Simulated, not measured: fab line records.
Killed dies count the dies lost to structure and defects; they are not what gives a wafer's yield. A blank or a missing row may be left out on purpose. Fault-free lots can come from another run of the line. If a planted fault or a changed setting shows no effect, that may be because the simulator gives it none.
fab line records	flow gf180mcu
record: lots: 24	wafers: 72	lastDay: 34
route steps=602 shown V1@352 M3@424 M4@457 V4@480
lots that met no fault: from a run of the same line without faults
startH: hours from the record's opening day to when the first of the lot's shown wafers began	waitH: hours since the lot's step before	" same as the row above	L1.1+2: one row covering several wafers at once	- no value, or no start given	* or withheld: withheld	< > ~ a bound
route shown NAME@n: a module of which the file shows steps, and the number in the route of the first	usual: the fault-free wafers' mean and standard deviation	same: alike in all rows	chamber/n: place in a boat	sites: per-site readings	_std_site: standard deviation of those values	_edge_site: inner sites' mean taken away from outer sites' mean	radiusMm: how far each site lies from the wafer's centre	mask NAME#n: copy n	behind: the last tool/chamber to shape the wafer	hold: why the lot was held/for how many hours/how that ended	device: transistor that didn't switch, given as n, p or np	end of line: the tests these same wafers got at the end of their route	for a step that has no rows: nothing shown but its recipe	killed: the dies lost at the first sort to structure and to defects; this is not the yield of the wafer	map: a wafer's dies, x killed, . not, _ none there
set.NAME: the setting the step ran with; set.NAME@STEP: the setting that earlier step ran with	model.NAME: the simulator's own value behind a step, which no gauge read
steps of the route over a sample of lots; a table a step, a row a wafer
services: a tool's chamber out of use, with start hour (startH, from the record's first day; less than 0 if before it), hours out, and reason
== steps ==
step: GF_V1_ETCH_17
recipe: chemistry: C4F8/O2/Ar	maskMaterial: KrF	target: SiO2	stopOn: TiN	sourceW: 1500	biasW: 1200	pressureMtorr: 40	c4f8FlowSccm: withheld	O2_flow_sccm: 6	Ar_flow_sccm: 300	timeS: withheld	targetDepthA: 6300
usual: biasW: 1199/4.3	oesProductAu: 0.855/0.0048	rfFwdPowerW: 1492/4.8
lot.wafer	tool	chamber	startH	waitH	biasW	oesProductAu	rfFwdPowerW
L074.1	rieDiel-02	0	-	-	1199	0.857	1491
L074.4	"	2	"	"	1198	0.847	1484
L074.6	"	2	"	"	1204	0.856	1486
L075.1	rieDiel-02	3	-	-	1198	0.863	1486
L075.3	"	0	"	"	1200	0.862	1498
L075.5	"	1	"	"	1201	0.860	1499
L076.1	rieDiel-01	1	-	-	1200	0.863	1493
L076.4	"	2	"	"	1202	0.862	1502
L076.6	"	1	"	"	1204	0.856	1486
L077.1	rieDiel-01	0	-	-	1200	0.853	1494
L077.3	"	3	"	"	1200	0.857	1490
L077.4	"	1	"	"	1202	0.851	1485
L078.3	rieDiel-03	2	-	-	1197	0.854	1494
L078.4	"	3	"	"	1193	0.850	1491
L078.5	"	1	"	"	1194	0.849	1493
L079.3	rieDiel-01	3	-	-	1198	0.850	1493
L079.5	"	1	"	"	1205	0.851	1490
L079.6	"	0	"	"	1200	0.851	1499
L080.3	rieDiel-03	2	-	-	1199	0.855	1491
L080.5	"	0	"	"	1203	0.848	1479
L080.6	"	3	"	"	1197	0.860	1491
L081.1	rieDiel-03	1	-	-	1200	0.856	1500
L081.3	"	0	"	"	1205	0.862	1492
L081.6	"	3	"	"	1200	0.855	1493
L082.3	rieDiel-03	0	-	-	1194	0.859	1490
L082.4	"	2	"	"	1199	0.859	1500
L082.5	"	1	"	"	1200	0.856	1487
L083.1	rieDiel-02	2	-	-	1202	0.860	1494
L083.4	"	0	"	"	1194	0.859	1499
L083.6	"	1	"	"	1199	0.855	1497
L084.1	rieDiel-02	2	-	-	1199	0.862	1485
L084.2	"	3	"	"	1196	0.847	1483
L084.6	"	1	"	"	1199	0.864	1493
L085.1	rieDiel-02	3	-	-	1201	0.856	1496
L085.3	"	1	"	"	1193	0.859	1491
L085.6	"	3	"	"	1205	0.852	1501
L086.1	rieDiel-03	0	-	-	1190	0.856	1492
L086.4	"	1	"	"	1196	0.851	1496
L086.6	"	0	"	"	1192	0.858	1492
L087.1	rieDiel-02	0	-	-	1195	0.849	1496
L087.5	"	1	"	"	1206	0.850	1490
L087.6	"	2	"	"	1202	0.853	1485
L088.2	rieDiel-03	2	-	-	1197	0.865	1489
L088.4	"	0	"	"	1208	0.857	1486
L088.5	"	2	"	"	1196	0.857	1490
L089.3	rieDiel-03	0	-	-	1197	0.851	1488
L089.4	"	3	"	"	1198	0.850	1501
L089.6	"	0	"	"	1193	0.860	1486
L090.3	rieDiel-02	1	-	-	1213	0.858	1492
L090.5	"	1	"	"	1206	0.844	1494
L090.6	"	0	"	"	1192	0.853	1496
L091.2	rieDiel-01	2	-	-	1196	0.857	1497
L091.4	"	3	"	"	1200	0.854	1490
L091.5	"	1	"	"	1199	0.858	1501
L092.1	rieDiel-01	0	-	-	1191	0.860	1494
L092.2	"	2	"	"	1193	0.859	1498
L092.3	"	3	"	"	1197	0.855	1486
L094.1	rieDiel-01	1	-	-	1204	0.861	1490
L094.2	"	2	"	"	1199	0.855	1496
L094.3	"	3	"	"	1192	0.865	1490
L093.1	rieDiel-02	3	-	-	1203	0.847	1499
L093.2	"	2	"	"	1193	0.855	1481
L093.6	"	2	"	"	1192	0.861	1491
L095.1	rieDiel-01	1	-	-	1198	0.851	1488
L095.4	"	0	"	"	1202	0.854	1494
L095.6	"	0	"	"	1200	0.854	1490
L096.1	rieDiel-02	3	-	-	1200	0.856	1490
L096.2	"	0	"	"	1199	0.853	1489
L096.3	"	1	"	"	1200	0.846	1491
L097.1	rieDiel-02	1	-	-	1198	0.853	1495
L097.3	"	0	"	"	1198	0.851	1487
L097.4	"	1	"	"	1200	0.862	1496
step: GF_V1_STRIP_18
recipe: chemistry: O2/N2	powerW: 1400	pressureMtorr: 1500	platenTempC: 250	o2FlowSccm: 3000	n2FlowSccm: 300	overashFraction: 0.5
usual: drypumpMotorCurrentA: 6.1/0.39	heaterPowerW: 370/31	oesProductAu: 0.599/0.0049
same: overashFraction: 0.5
lot.wafer	tool	chamber	startH	waitH	drypumpMotorCurrentA	heaterPowerW	oesProductAu	rfHoursCounterH
L074.1	plasmaAsher-02	0	410.46	-	5.6	389	0.599	76
L074.4	"	0	"	"	5.6	394	0.599	-
L074.6	"	0	"	"	5.6	378	0.594	-
L075.1	plasmaAsher-02	1	427.11	-	5.8	412	0.598	77
L075.3	"	0	"	"	5.6	393	0.600	-
L075.5	"	1	"	"	5.8	406	0.592	-
L076.1	plasmaAsher-04	1	431.09	-	6.5	362	0.604	0
L076.4	"	0	"	"	6.3	335	0.607	-
L076.6	"	1	"	"	6.6	372	0.602	-
L077.1	plasmaAsher-04	0	437.81	-	6.3	337	0.594	1
L077.3	"	0	"	"	6.3	328	0.602	-
L077.4	"	1	"	"	6.6	368	0.591	-
L078.3	plasmaAsher-02	1	452.34	-	5.8	415	0.602	-
L078.4	"	0	"	"	5.6	390	0.600	-
L078.5	"	1	"	"	5.8	402	0.599	-
L079.3	plasmaAsher-02	1	457.44	-	5.8	410	0.600	-
L079.5	"	1	"	"	5.8	409	0.600	-
L079.6	"	0	"	"	5.6	386	0.590	-
L080.3	plasmaAsher-02	1	475.04	-	5.8	406	0.599	-
L080.5	"	0	"	"	5.6	383	0.591	-
L080.6	"	1	"	"	5.8	408	0.592	-
L081.1	plasmaAsher-01	1	480.87	-	6.2	342	0.598	39
L081.3	"	0	"	"	6.6	339	0.595	-
L081.6	"	0	"	"	6.6	342	0.600	-
L082.3	plasmaAsher-02	0	485.75	-	5.6	386	0.599	-
L082.4	"	1	"	"	5.8	406	0.593	-
L082.5	"	1	"	"	5.9	411	0.599	-
L083.1	plasmaAsher-01	1	489.21	-	6.2	347	0.603	41
L083.4	"	0	"	"	6.6	332	0.605	-
L083.6	"	1	"	"	6.2	343	0.603	-
L084.1	plasmaAsher-02	0	507.51	-	5.5	399	0.603	86
L084.2	"	1	"	"	5.8	415	0.597	86
L084.6	"	0	"	"	5.6	394	0.599	-
L085.1	plasmaAsher-04	0	510.46	-	6.3	335	0.602	8
L085.3	"	0	"	"	6.3	332	0.597	-
L085.6	"	0	"	"	6.3	337	0.596	-
L086.1	plasmaAsher-04	0	514.01	-	6.3	322	0.597	9
L086.4	"	1	"	"	6.6	363	0.593	-
L086.6	"	1	"	"	6.6	369	0.604	-
L087.1	plasmaAsher-04	1	529.41	-	6.6	363	0.600	10
L087.5	"	1	"	"	6.6	366	0.605	-
L087.6	"	0	"	"	6.3	333	0.599	-
L088.2	plasmaAsher-02	0	537.57	-	5.6	389	0.606	89
L088.4	"	1	"	"	5.8	401	0.613	-
L088.5	"	0	"	"	5.6	386	0.597	-
L089.3	plasmaAsher-01	1	557.54	-	6.2	341	0.595	-
L089.4	"	0	"	"	6.6	335	0.599	-
L089.6	"	0	"	"	6.6	326	0.596	-
L090.3	plasmaAsher-01	0	558.59	-	6.6	338	0.602	-
L090.5	"	0	"	"	6.6	329	0.596	-
L090.6	"	1	"	"	6.2	336	0.598	-
L091.2	plasmaAsher-02	0	560.82	-	5.6	388	0.598	92
L091.4	"	1	"	"	5.8	411	0.605	-
L091.5	"	1	"	"	5.8	409	0.606	-
L092.1	plasmaAsher-02	1	576.16	-	5.8	424	0.600	93
L092.2	"	0	"	"	5.6	394	0.601	93
L092.3	"	0	"	"	5.6	388	0.605	-
L094.1	plasmaAsher-01	1	583.56	-	6.2	335	0.607	50
L094.2	"	0	"	"	6.7	344	0.599	50
L094.3	"	0	"	"	6.6	331	0.596	-
L093.1	plasmaAsher-02	1	583.81	-	5.8	416	0.602	94
L093.2	"	0	"	"	5.6	391	0.598	94
L093.6	"	1	"	"	5.8	407	0.599	-
L095.1	plasmaAsher-04	1	588.41	-	6.6	366	0.594	16
L095.4	"	0	"	"	6.3	335	0.594	-
L095.6	"	0	"	"	6.3	330	0.597	-
L096.1	plasmaAsher-04	1	601.77	-	6.6	375	0.609	17
L096.2	"	0	"	"	6.3	335	0.598	17
L096.3	"	1	"	"	6.6	366	0.603	-
L097.1	plasmaAsher-01	0	605.66	-	6.6	332	0.598	53
L097.3	"	0	"	"	6.6	332	0.603	-
L097.4	"	1	"	"	6.2	337	0.601	-
step: GF_M3_OVL_MEAS_15
usual: M3_OVL: -2/5
lot.wafer	tool	chamber	startH	waitH	M3_OVL[nm]
L074.1	overlay-02	-	486.79	0.1	-5
L074.4	"	-	"	"	-12
L074.6	"	-	"	"	-7
L075.1	overlay-01	-	503.61	0.1	-6
L075.3	"	-	"	"	-4
L075.5	"	-	"	"	-2
L076.1	overlay-01	-	507.99	0.1	0
L076.4	"	-	"	"	4
L076.6	"	-	"	"	0
L077.1	overlay-01	-	513.49	0.1	4
L077.3	"	-	"	"	-1
L077.4	"	-	"	"	-1
L078.3	overlay-02	-	526.85	0.1	-2
L078.4	"	-	"	"	1
L078.5	"	-	"	"	0
L079.3	overlay-02	-	533.69	0.1	-8
L079.5	"	-	"	"	-1
L079.6	"	-	"	"	-4
L080.3	overlay-02	-	549.50	0.1	0
L080.5	"	-	"	"	5
L080.6	"	-	"	"	-2
L081.1	overlay-02	-	555.69	0.1	3
L081.3	"	-	"	"	4
L081.6	"	-	"	"	0
L082.3	overlay-02	-	559.50	0.1	-9
L082.4	"	-	"	"	-1
L082.5	"	-	"	"	-4
L083.1	overlay-01	-	562.54	0.1	0
L083.4	"	-	"	"	-9
L083.6	"	-	"	"	-7
L084.1	overlay-02	-	579.49	0.1	-13
L084.2	"	-	"	"	-2
L084.6	"	-	"	"	-5
L085.1	overlay-01	-	582.69	0.1	2
L085.3	"	-	"	"	-1
L085.6	"	-	"	"	-2
L086.1	overlay-02	-	585.64	0.1	-1
L086.4	"	-	"	"	-11
L086.6	"	-	"	"	-7
L087.1	overlay-01	-	599.99	0.1	-6
L087.5	"	-	"	"	-4
L087.6	"	-	"	"	-5
L088.2	overlay-02	-	607.70	0.1	1
L088.4	"	-	"	"	1
L088.5	"	-	"	"	2
L089.3	overlay-02	-	625.60	0.1	1
L089.4	"	-	"	"	-2
L089.6	"	-	"	"	0
L090.3	overlay-02	-	627.30	0.1	-2
L090.5	"	-	"	"	-2
L090.6	"	-	"	"	1
L091.2	overlay-02	-	628.95	0.1	5
L091.4	"	-	"	"	5
L091.5	"	-	"	"	1
L092.1	overlay-02	-	642.64	0.1	-3
L092.2	"	-	"	"	-3
L092.3	"	-	"	"	-1
L094.1	overlay-01	-	649.94	0.1	-6
L094.2	"	-	"	"	-8
L094.3	"	-	"	"	-13
L093.1	overlay-02	-	650.64	0.1	-8
L093.2	"	-	"	"	-16
L093.6	"	-	"	"	-9
L095.1	overlay-01	-	654.04	0.1	-5
L095.4	"	-	"	"	-7
L095.6	"	-	"	"	-3
L096.1	overlay-02	-	665.34	0.1	4
L096.2	"	-	"	"	4
L096.3	"	-	"	"	6
L097.1	overlay-02	-	670.39	0.1	-1
L097.3	"	-	"	"	-5
L097.4	"	-	"	"	2
step: GF_M4_SPUTTER_01
recipe: material: TiN	targetThkNm: 30	powerW: 6500	timeS: 25	chamberPressurePa: 0.4
usual: cathodeDcPowerW: 6499.9/1.1	throttleValvePct: 30.2/0.69
lot.wafer	tool	chamber	startH	waitH	cathodeDcPowerW	throttleValvePct
L074.1	pvdSputter-01	-	513.17	0.1	6500.4	30.4
L074.4	"	-	"	"	6499.5	32.1
L074.6	"	-	"	"	6499.8	30.4
L075.1	pvdSputter-04	-	529.65	0.1	6500.4	29.6
L075.3	"	-	"	"	6500.2	30.1
L075.5	"	-	"	"	6497.9	30.5
L076.1	pvdSputter-02	-	534.25	0.1	6499.6	29.8
L076.4	"	-	"	"	6499.9	31.5
L076.6	"	-	"	"	6499.8	29.9
L077.1	pvdSputter-02	-	539.25	0.1	6500.0	29.2
L077.3	"	-	"	"	6500.5	31.5
L077.4	"	-	"	"	6499.5	30.0
L078.3	pvdSputter-01	-	552.30	0.1	6501.1	29.3
L078.4	"	-	"	"	6497.3	32.0
L078.5	"	-	"	"	6499.7	29.9
L079.3	pvdSputter-01	-	559.36	0.1	6498.9	30.2
L079.5	"	-	"	"	6499.6	29.3
L079.6	"	-	"	"	6501.4	30.3
L080.3	pvdSputter-01	-	574.27	0.1	6501.5	29.4
L080.5	"	-	"	"	6499.0	30.1
L080.6	"	-	"	"	6501.2	29.6
L081.1	pvdSputter-04	-	580.63	0.1	6500.3	29.7
L081.3	"	-	"	"	6500.4	30.3
L081.6	"	-	"	"	6499.8	30.9
L082.3	pvdSputter-02	-	583.83	0.1	6500.0	30.1
L082.4	"	-	"	"	6500.1	31.6
L082.5	"	-	"	"	6498.6	29.5
L083.1	pvdSputter-02	-	586.94	0.1	6498.0	30.3
L083.4	"	-	"	"	6500.2	29.7
L083.6	"	-	"	"	6500.2	29.2
L084.1	pvdSputter-04	-	603.20	0.1	6498.0	29.9
L084.2	"	-	"	"	6499.2	30.7
L084.6	"	-	"	"	6500.0	29.9
L085.1	pvdSputter-04	-	607.31	0.1	6499.7	30.3
L085.3	"	-	"	"	6498.5	30.0
L085.6	"	-	"	"	6500.5	29.9
L086.1	pvdSputter-04	-	610.58	0.1	6501.6	30.8
L086.4	"	-	"	"	6500.2	30.5
L086.6	"	-	"	"	6501.7	30.3
L087.1	pvdSputter-02	-	623.64	0.1	6502.5	29.8
L087.5	"	-	"	"	6497.9	31.3
L087.6	"	-	"	"	6499.3	30.1
L088.2	pvdSputter-01	-	631.51	0.1	6501.7	32.2
L088.4	"	-	"	"	6499.1	30.3
L088.5	"	-	"	"	6499.3	29.6
L089.3	pvdSputter-04	-	649.38	0.1	6500.0	30.6
L089.4	"	-	"	"	6500.8	29.9
L089.6	"	-	"	"	6500.3	30.7
L090.3	pvdSputter-02	-	650.13	0.1	6499.3	31.8
L090.5	"	-	"	"	6500.4	29.5
L090.6	"	-	"	"	6499.6	30.4
L091.2	pvdSputter-02	-	652.05	0.1	6499.9	30.2
L091.4	"	-	"	"	6501.4	29.2
L091.5	"	-	"	"	6500.4	29.4
L092.1	pvdSputter-01	-	665.00	0.1	6497.4	30.2
L092.2	"	-	"	"	6500.0	30.2
L092.3	"	-	"	"	6500.9	32.2
L094.1	pvdSputter-04	-	672.73	0.1	6501.2	30.7
L094.2	"	-	"	"	6499.2	30.4
L094.3	"	-	"	"	6500.7	29.7
L093.1	pvdSputter-02	-	673.03	0.1	6500.3	29.1
L093.2	"	-	"	"	6501.8	29.7
L093.6	"	-	"	"	6498.5	31.3
L095.1	pvdSputter-04	-	675.28	0.1	6499.3	30.2
L095.4	"	-	"	"	6499.5	30.3
L095.6	"	-	"	"	6501.4	30.1
L096.1	pvdSputter-02	-	687.04	0.1	6500.5	30.3
L096.2	"	-	"	"	6500.1	29.2
L096.3	"	-	"	"	6501.1	31.1
L097.1	pvdSputter-04	-	691.72	0.1	6499.6	29.8
L097.3	"	-	"	"	6499.3	30.4
L097.4	"	-	"	"	6500.7	30.5
step: GF_V4_CMP_04
recipe: material: SiO2	downForcePsi: 4	platenRpm: 60	padVelocityMS: 0.94248
usual: motorCurrentA: 11.9/1.1	platenRpm: 60.01/0.047	slurryFlowMlMin: 150.0/0.44	timeToEndpointS: 81/5
lot.wafer	tool	chamber	startH	waitH	motorCurrentA	platenRpm	slurryFlowMlMin	timeToEndpointS
L074.1	cmp-01	0	536.90	0.1	11.5	60.01	149.2	76
L074.4	"	1	"	"	11.7	59.97	149.8	78
L074.6	"	0	"	"	10.8	59.95	148.9	73
L075.3	cmp-02	2	552.71	0.1	10.6	59.98	150.4	82
L075.1	"	3	"	"	13.1	59.96	149.1	79
L075.5	"	1	"	"	11.9	59.98	149.5	88
L076.4	cmp-02	1	557.96	0.0	12.1	60.02	150.5	82
L076.1	"	2	"	"	10.3	59.94	150.2	79
L076.6	"	1	"	"	12.2	60.04	150.0	81
L077.4	cmp-02	3	562.98	0.0	13.3	59.96	149.5	96
L077.3	"	1	"	"	12.2	60.01	150.1	89
L077.1	"	2	"	"	10.1	59.93	150.3	87
L078.3	cmp-02	3	575.22	0.0	14.3	59.99	149.7	85
L078.4	"	2	"	"	10.5	60.16	149.8	89
L078.5	"	0	"	"	13.1	60.06	149.7	93
L079.3	cmp-02	0	581.98	0.1	12.8	59.97	149.8	79
L079.6	"	3	"	"	12.9	60.00	149.9	84
L079.5	"	0	"	"	13.6	60.09	150.2	82
L080.3	cmp-02	1	596.65	0.1	12.1	60.04	150.4	79
L080.6	"	3	"	"	13.7	60.01	150.3	81
L080.5	"	0	"	"	12.7	59.98	150.0	82
L081.1	cmp-01	0	603.04	0.3	11.3	60.04	150.9	74
L081.3	"	1	"	"	11.5	60.03	150.2	78
L081.6	"	0	"	"	11.1	60.00	150.2	81
L082.3	cmp-01	0	606.30	0.0	11.6	59.98	149.6	72
L082.4	"	3	"	"	11.1	59.98	150.0	84
L082.5	"	0	"	"	11.0	59.97	149.6	85
L083.1	cmp-02	3	609.88	0.1	14.2	59.99	150.4	76
L083.4	"	0	"	"	13.1	60.01	149.2	82
L083.6	"	0	"	"	12.9	60.04	150.2	83
L084.1	cmp-01	2	624.97	0.1	12.6	60.00	150.3	79
L084.2	"	0	"	"	11.9	60.10	150.2	79
L084.6	"	3	"	"	10.8	60.01	150.0	89
L085.3	cmp-02	2	629.48	0.1	10.7	60.06	150.7	75
L085.1	"	3	"	"	13.6	60.01	150.2	75
L085.6	"	2	"	"	10.7	60.01	150.2	76
L086.1	cmp-01	3	632.40	0.1	10.6	60.00	149.3	80
L086.4	"	1	"	"	11.5	60.06	150.3	85
L086.6	"	2	"	"	11.9	60.01	149.8	80
L087.1	cmp-01	2	645.39	0.2	12.6	60.02	149.9	76
L087.5	"	3	"	"	10.7	59.98	149.8	86
L087.6	"	0	"	"	11.2	59.99	150.2	80
L088.2	cmp-02	2	652.78	0.0	10.5	60.03	150.7	73
L088.4	"	1	"	"	12.0	59.97	150.4	90
L088.5	"	3	"	"	14.0	60.02	150.3	86
L089.4	cmp-01	3	669.63	0.0	10.4	60.00	149.7	89
L089.3	"	0	"	"	10.6	60.05	149.2	81
L089.6	"	3	"	"	10.7	59.96	150.2	89
L090.3	cmp-01	0	670.48	0.0	11.3	59.99	150.3	77
L090.5	"	0	"	"	11.6	60.04	149.9	89
L090.6	"	1	"	"	11.8	60.02	149.6	87
L091.2	cmp-02	3	672.63	0.1	13.9	60.05	149.7	75
L091.4	"	0	"	"	12.8	60.07	150.7	83
L091.5	"	3	"	"	13.2	59.98	150.3	82
L092.2	cmp-01	3	684.92	0.0	10.9	60.06	150.6	82
L092.3	"	1	"	"	11.3	59.97	149.5	78
L092.1	"	2	"	"	13.1	59.94	149.4	76
L094.3	cmp-02	1	692.45	0.0	12.2	60.05	150.0	79
L094.1	"	3	"	"	13.8	60.04	149.4	81
L094.2	"	0	"	"	13.2	60.02	150.4	75
L093.1	cmp-01	2	692.89	0.1	12.1	60.01	149.5	75
L093.2	"	1	"	"	11.5	59.89	150.1	84
L093.6	"	2	"	"	13.0	59.99	150.0	81
L095.1	cmp-02	1	695.49	0.1	11.8	60.02	150.1	87
L095.4	"	3	"	"	13.1	60.02	150.1	85
L095.6	"	0	"	"	13.1	60.03	150.2	90
L096.2	cmp-02	3	707.16	0.1	13.9	59.98	151.1	83
L096.3	"	0	"	"	13.5	60.12	150.9	80
L096.1	"	1	"	"	12.8	60.01	149.6	80
L097.1	cmp-01	3	711.08	0.1	11.1	59.94	149.5	77
L097.4	"	0	"	"	11.2	60.07	150.2	78
L097.3	"	1	"	"	11.3	59.95	150.0	75
step: GF_V4_BOW_MEAS_05
recipe: mode: bow
usual: V4_BOW: 133/10
lot.wafer	tool	chamber	startH	waitH	V4_BOW[um]
L074.1	filmMetro-04	-	537.21	0.3	148
L074.4	"	-	"	"	149
L074.6	"	-	"	"	147
L075.1	filmMetro-03	-	552.96	0.1	139
L075.3	"	-	"	"	128
L075.5	"	-	"	"	136
L076.1	filmMetro-03	-	558.26	0.2	148
L076.4	"	-	"	"	142
L076.6	"	-	"	"	133
L077.1	filmMetro-01	-	563.28	0.1	144
L077.3	"	-	"	"	147
L077.4	"	-	"	"	136
L078.3	filmMetro-03	-	575.56	0.3	133
L078.4	"	-	"	"	124
L078.5	"	-	"	"	126
L079.3	filmMetro-04	-	582.27	0.2	133
L079.5	"	-	"	"	128
L079.6	"	-	"	"	137
L080.3	filmMetro-04	-	596.89	0.2	128
L080.5	"	-	"	"	132
L080.6	"	-	"	"	141
L081.1	filmMetro-04	-	603.29	0.2	140
L081.3	"	-	"	"	137
L081.6	"	-	"	"	135
L082.3	filmMetro-04	-	606.64	0.3	146
L082.4	"	-	"	"	148
L082.5	"	-	"	"	141
L083.1	filmMetro-01	-	610.18	0.2	119
L083.4	"	-	"	"	117
L083.6	"	-	"	"	120
L084.1	filmMetro-04	-	625.28	0.3	116
L084.2	"	-	"	"	111
L084.6	"	-	"	"	113
L085.1	filmMetro-04	-	629.73	0.1	149
L085.3	"	-	"	"	149
L085.6	"	-	"	"	146
L086.1	filmMetro-01	-	632.65	0.2	131
L086.4	"	-	"	"	128
L086.6	"	-	"	"	128
L087.1	filmMetro-01	-	645.54	0.1	138
L087.5	"	-	"	"	136
L087.6	"	-	"	"	129
L088.2	filmMetro-04	-	653.10	0.3	125
L088.4	"	-	"	"	138
L088.5	"	-	"	"	127
L089.3	filmMetro-04	-	669.97	0.2	116
L089.4	"	-	"	"	116
L089.6	"	-	"	"	107
L090.3	filmMetro-01	-	670.82	0.3	121
L090.5	"	-	"	"	122
L090.6	"	-	"	"	126
L091.2	filmMetro-04	-	672.95	0.3	141
L091.4	"	-	"	"	126
L091.5	"	-	"	"	128
L092.1	filmMetro-01	-	685.22	0.1	131
L092.2	"	-	"	"	134
L092.3	"	-	"	"	129
L094.1	filmMetro-01	-	692.75	0.1	145
L094.2	"	-	"	"	140
L094.3	"	-	"	"	132
L093.1	filmMetro-04	-	693.19	0.2	130
L093.2	"	-	"	"	112
L093.6	"	-	"	"	137
L095.1	filmMetro-03	-	695.74	0.2	146
L095.4	"	-	"	"	141
L095.6	"	-	"	"	149
L096.1	filmMetro-03	-	707.41	0.1	135
L096.2	"	-	"	"	145
L096.3	"	-	"	"	123
L097.1	filmMetro-03	-	711.38	0.2	128
L097.3	"	-	"	"	119
L097.4	"	-	"	"	121
== services ==
tool	chamber	startH	hours	kind
cmp-01	-	393.68	7.8	pm
cmp-02	-	407.30	4.0	pm
cmp-02	-	419.89	0.5	repair
cmp-02	-	422.19	3.5	repair
pvdSputter-02	-	438.13	4.8	repair
cmp-02	-	447.43	0.5	repair
cmp-01	-	459.28	0.3	repair
rieDiel-02	-	480.29	0.1	repair
pvdSputter-02	-	499.30	2.0	repair
pvdSputter-04	-	500.69	0.9	repair
cmp-01	-	502.14	0.9	repair
cmp-01	-	520.97	0.2	repair
cmp-01	-	553.92	4.2	pm
rieDiel-02	1	560.52	19.2	repair
plasmaAsher-02	-	569.62	0.6	repair
cmp-01	-	572.00	4.0	pm
cmp-01	-	585.98	2.4	repair
plasmaAsher-02	-	599.28	10.0	pm
plasmaAsher-02	-	624.53	14.2	pm
cmp-02	-	638.21	11.7	pm
pvdSputter-04	-	678.48	3.4	repair
cmp-02	-	678.92	0.3	repair
rieDiel-02	2	687.21	16.8	repair
pvdSputter-02	-	689.42	6.8	repair
== key ==
fault none
